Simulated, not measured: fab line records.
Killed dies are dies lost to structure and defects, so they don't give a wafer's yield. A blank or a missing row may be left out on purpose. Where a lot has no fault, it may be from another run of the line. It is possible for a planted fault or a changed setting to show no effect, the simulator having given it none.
Which of the tools did it? -- flow gf180mcu -- 6 lots, 18 wafers sampled, at 3 steps of a route of 602

WHAT EACH GAUGE READ, for each wafer
GF_PSD_RS_MEAS_14: uses a four-point probe to measure.
lot,measured,on,NSD_RS (ohm/sq)
L809,day 14 14:43,filmMetro-01,46.28 46.31 46.34
L811,day 15 05:58,filmMetro-01,46.22 46.29 46.22
L817,day 17 17:37,filmMetro-04,46.14 46.08 46.09
L825,day 20 15:34,filmMetro-03,44.72 44.87 44.80
L827,day 21 04:04,filmMetro-04,45.11 45.04 44.93
L831,day 22 14:56,filmMetro-03,46.18 46.30 46.20

EACH LOT AND THE TOOL THAT RAN IT (in order: tool; ch and the chambers of the sampled wafers; start)
lot,GF_NSD_IMPLANT_09,GF_NSD_STRIP_11
L809,"implanter-02 ch 0, day 13 17:02","plasmaAsher-04 ch 0,1, day 13 17:20"
L811,"implanter-01 ch 0, day 14 07:41","plasmaAsher-04 ch 1, day 14 07:59"
L817,"implanter-01 ch 0, day 16 18:08","plasmaAsher-02 ch 0,1, day 16 18:24"
L825,"implanter-02 ch 0, day 19 14:05","plasmaAsher-04 ch 0,1, day 19 14:23"
L827,"implanter-02 ch 0, day 20 03:03","plasmaAsher-01 ch 0,1, day 20 03:19"
L831,"implanter-03 ch 0, day 21 14:08","plasmaAsher-04 ch 0,1, day 21 14:26"
- GF_NSD_IMPLANT_09
- GF_NSD_STRIP_11: strips in O2/N2.

THE ANSWER, worked out from the rows above alone
Rule: the usual values come from the lots themselves. The widest of any qualifying gaps counts: lots, ordered by their means at a reading, are off when they make up no more than a third of the lots, leave a main group of 4 or more, and stand apart from it by 3 or more times the standard deviation of that group's means. A main group whose means are all the same, to the digits that the tables above print for the reading, isn't used. Also off: a lot with no number at a reading for which 4 or more lots have one. The other lots that the step has rows for count as sound.
Off: L825, L827, seen at GF_PSD_RS_MEAS_14 (NSD_RS). Mean 46.22 ohm/sq and standard deviation 0.075 in the main group.
If a tool, at a process step before that reading, ran all the lots that are off and no sound lot after the first of them, it fits. The gauges at GF_PSD_RS_MEAS_14 are tried like those tools. One candidate fits, namely implanter-02 at GF_NSD_IMPLANT_09. A fault onset in the window from L809 (day 13 17:02, its last sound lot) to L825 (day 19 14:05, its first lot off) fits.

WHAT THE SIMULATOR HAD PUT IN
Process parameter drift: implanter-02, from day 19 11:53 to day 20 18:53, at GF_NSD_IMPLANT_09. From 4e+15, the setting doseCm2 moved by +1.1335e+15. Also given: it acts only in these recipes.
Struck lots among those shown: L825, L827. The rule above reached the same finding.
